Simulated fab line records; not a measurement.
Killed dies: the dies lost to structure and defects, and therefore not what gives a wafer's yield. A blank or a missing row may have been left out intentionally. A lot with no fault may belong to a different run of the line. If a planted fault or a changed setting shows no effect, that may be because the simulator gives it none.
The tool behind it: which one?    flow gf180mcu    14 lots, 42 wafers sampled, at 6 steps of a route of 602

WHAT THE GAUGES READ, wafer by wafer
GF_VT_IMPLANT_OVL_MEAS_40. Usual: for VT_IMPLANT_03_OVL the level is 0.1 nm and the standard deviation is 1.3.
lot   measured      on          VT_IMPLANT_03_OVL (nm)  flag
L310  day 8 03:25   overlay-01  -2.2 -1.5 -2.2          
L311  day 8 10:29   overlay-01  -2.9 -1.9 0.7           
L312  day 8 17:26   overlay-02  -3.6 0.6 1.2            
L313  day 9 00:11   overlay-01  -0.4 -0.5 1.5           
L314  day 9 03:11   overlay-02  2.6 1.5 -0.9            
L316  day 9 16:50   overlay-02  0.4 0.0 -0.8            
L319  day 10 14:23  overlay-01  0.1 0.0 -0.3            
L320  day 10 17:47  overlay-01  1.5 0.3 0.9             
L321  day 11 04:53  overlay-02  -2.6 -0.4 0.3           
L322  day 11 10:14  overlay-02  1.2 1.7 2.3             
L324  day 12 01:38  overlay-01  -1.4 0.1 -1.8           
L326  day 12 11:23  overlay-02  0.4 0.1 1.3             
L327  day 12 18:35  overlay-02  1.9 1.8 2.4             
L331  day 13 21:29  overlay-01  1.7 -0.5 -1.0           

GF_NSD_CD_MEAS_07: the cd target is 400 nm. Usual: cdNm at 399.9 nm, with a standard deviation of 2.1.
lot   measured      on        cdNm (nm)          flag
L310  day 13 23:02  cdSem-02  403.4 402.1 404.7  
L311  day 14 11:53  cdSem-01  398.0 399.0 399.3  
L312  day 14 17:59  cdSem-01  397.1 397.3 395.5  
L313  day 15 02:34  cdSem-02  399.4 401.7 402.2  
L314  day 15 05:02  cdSem-01  399.0 398.6 398.0  
L316  day 15 21:31  cdSem-02  401.2 401.3 401.2  
L319  day 17 01:20  cdSem-02  398.3 399.3 399.8  
L320  day 17 06:56  cdSem-02  400.4 400.0 399.5  
L321  day 17 19:19  cdSem-01  400.4 403.3 400.8  
L322  day 18 01:41  cdSem-01  403.9 401.3 401.1  
L324  day 18 20:15  cdSem-02  401.3 400.4 398.5  
L326  day 19 13:10  cdSem-02  - - -              OFF
L327  day 19 19:31  cdSem-02  - - -              OFF
L331  day 21 06:41  cdSem-02  400.6 399.3 400.4  

GF_NSD_OVL_MEAS_08. Usual: for NSD_OVL the level is -0.4 nm and the standard deviation is 1.4.
lot   measured      on          NSD_OVL (nm)    flag
L310  day 13 23:09  overlay-01  0.7 0.9 0.0     
L311  day 14 12:00  overlay-02  -0.6 1.6 1.6    
L312  day 14 18:06  overlay-02  0.5 0.8 1.6     
L313  day 15 02:40  overlay-01  -1.0 -1.9 -0.3  
L314  day 15 05:09  overlay-01  -1.0 -2.4 -0.2  
L316  day 15 21:37  overlay-01  0.5 -1.2 -0.2   
L319  day 17 01:27  overlay-01  -1.9 -2.5 -1.2  
L320  day 17 07:03  overlay-02  -0.4 0.0 -0.3   
L321  day 17 19:24  overlay-01  -1.4 -0.8 -0.7  
L322  day 18 01:49  overlay-02  -1.2 0.2 0.2    
L324  day 18 20:21  overlay-01  -3.1 -4.2 -2.2  
L326  day 19 13:17  overlay-01  - - -           OFF
L327  day 19 19:38  overlay-02  - - -           OFF
L331  day 21 06:48  overlay-01  0.2 1.5 0.7     

GF_NSD_TW_MEAS_12. Usual: for NSD_TW the level is 4207 and the standard deviation is 20.
lot   measured      on            NSD_TW          flag
L310  day 13 23:35  filmMetro-01  4195 4212 4202  
L311  day 14 12:26  filmMetro-02  4224 4232 4236  
L312  day 14 18:32  filmMetro-04  4224 4192 4200  
L313  day 15 03:06  filmMetro-01  4214 4213 4190  
L314  day 15 05:35  filmMetro-02  4202 4204 4227  
L316  day 15 22:04  filmMetro-04  4193 4196 4200  
L319  day 17 01:53  filmMetro-02  4174 4166 4194  
L320  day 17 07:29  filmMetro-02  4204 4201 4205  
L321  day 17 19:51  filmMetro-04  4172 4193 4215  
L322  day 18 02:15  filmMetro-04  4201 4216 4209  
L324  day 18 20:47  filmMetro-04  4222 4216 4221  
L326  day 19 13:44  filmMetro-02  30 30 30        OFF
L327  day 19 20:05  filmMetro-02  30 30 30        OFF
L331  day 21 07:14  filmMetro-04  4185 4199 4183  

EACH LOT AND THE TOOL THAT RAN IT (in order: tool; ch and the chambers of the sampled wafers; start)
lot   GF_MVPSD_STRIP_10                    GF_NSD_DEVELOP_06
L310  plasmaAsher-01 ch 0,1, day 5 14:10   lithoTrack-04 ch 0, day 13 22:53
L311  plasmaAsher-01 ch 1, day 5 19:46     lithoTrack-01 ch 0, day 14 11:45
L312  plasmaAsher-01 ch 0,1, day 6 02:07   lithoTrack-04 ch 0, day 14 17:50
L313  plasmaAsher-03 ch 0,1, day 6 08:40   lithoTrack-03 ch 0, day 15 02:26
L314  plasmaAsher-04 ch 0,1, day 6 12:10   lithoTrack-03 ch 0, day 15 04:53
L316  plasmaAsher-04 ch 0,1, day 7 00:13   lithoTrack-04 ch 0, day 15 21:21
L319  plasmaAsher-03 ch 0,1, day 7 18:13   lithoTrack-03 ch 0, day 17 01:12
L320  plasmaAsher-03 ch 0,1, day 7 22:01   lithoTrack-01 ch 0, day 17 06:47
L321  plasmaAsher-04 ch 0,1, day 8 07:16   lithoTrack-01 ch 0, day 17 19:10
L322  plasmaAsher-04 ch 0,1, day 8 12:46   lithoTrack-03 ch 0, day 18 01:28
L324  plasmaAsher-01 ch 0,1, day 9 02:01   lithoTrack-04 ch 0, day 18 20:06
L326  plasmaAsher-01 ch 0,1, day 9 10:58   lithoTrack-03 ch 0, day 19 13:01
L327  plasmaAsher-04 ch 0,1, day 9 16:52   lithoTrack-03 ch 0, day 19 19:22
L331  plasmaAsher-04 ch 0,1, day 10 17:01  lithoTrack-04 ch 0, day 21 06:32
- GF_MVPSD_STRIP_10: strips in O2/N2.
- GF_NSD_DEVELOP_06: develop time 60 s.

AS READ BY THE TOOLS THEMSELVES (means over the sampled wafers that have a number; for cases with no such wafer, the mark the record gives instead)
GF_MVPSD_STRIP_10. Usual: drypumpMotorCurrentA 5.8 A, standard deviation 0.34; heaterPowerW 321 W, standard deviation 39; oesProductAu 0.722 a.u., standard deviation 0.0046; platenTempC 250.00 C, standard deviation 0.17; stripTimeToEndpointS 36.97 s, standard deviation 0.11.
lot   tool            drypumpMotorCurrentA (A)  heaterPowerW (W)  oesProductAu (a.u.)  platenTempC (C)  stripTimeToEndpointS (s)  flag
L310  plasmaAsher-01  5.8                       339               0.720                249.80           37.01                     
L311  plasmaAsher-01  5.6                       365               0.724                250.03           36.82                     
L312  plasmaAsher-01  5.8                       339               0.722                250.20           37.00                     
L313  plasmaAsher-03  5.7                       321               0.727                250.14           37.09                     
L314  plasmaAsher-04  5.9                       294               0.724                249.93           36.87                     
L316  plasmaAsher-04  5.9                       295               0.721                249.93           36.89                     
L319  plasmaAsher-03  5.7                       319               0.726                250.11           37.04                     
L320  plasmaAsher-03  5.4                       337               0.723                250.04           36.89                     
L321  plasmaAsher-04  6.0                       273               0.720                250.05           36.93                     
L322  plasmaAsher-04  5.9                       294               0.723                249.90           37.01                     
L324  plasmaAsher-01  5.7                       352               0.722                249.92           37.07                     
L326  plasmaAsher-01  5.8                       336               0.726                249.86           36.79                     
L327  plasmaAsher-04  6.0                       264               0.723                250.13           36.92                     
L331  plasmaAsher-04  5.9                       294               0.724                249.93           37.05                     

THE ANSWER, worked out from the rows above alone
Rule: a lot is off if the mean of its wafers that have a number lies more than 3 standard deviations from the usual mean. A lot without any number at a reading at which 4 lots or more have one is off too. All remaining lots with rows at the step are treated as sound. Order of review: gauges by route order, followed by the tools' own readings, for which a lot's mean as printed above is used. The first step at which some lot is off is used, and at that step the reading that is off furthest; a lot without a number counts as furthest.
Off: L326, L327, at GF_NSD_CD_MEAS_07 (cdNm). Without a number there: L326, L327.
If a tool, at a process step before that reading, ran all the lots that are off and no sound lot after the first of them, it fits. Not tried: the gauges at GF_NSD_CD_MEAS_07; whatever is off there is also off at GF_NSD_OVL_MEAS_08, on other tools, and gauge error can't account for it. One fits: lithoTrack-03 at GF_NSD_DEVELOP_06. A fault onset in the window from L322 (day 18 01:28, its last sound lot) to L326 (day 19 13:01, its first lot off) fits.

WHAT WAS PUT IN BY THE SIMULATOR
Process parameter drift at GF_NSD_DEVELOP_06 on lithoTrack-03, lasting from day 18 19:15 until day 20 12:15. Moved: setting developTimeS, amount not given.
Shown lots that were struck: L326, L327. The rule above reached the same finding.
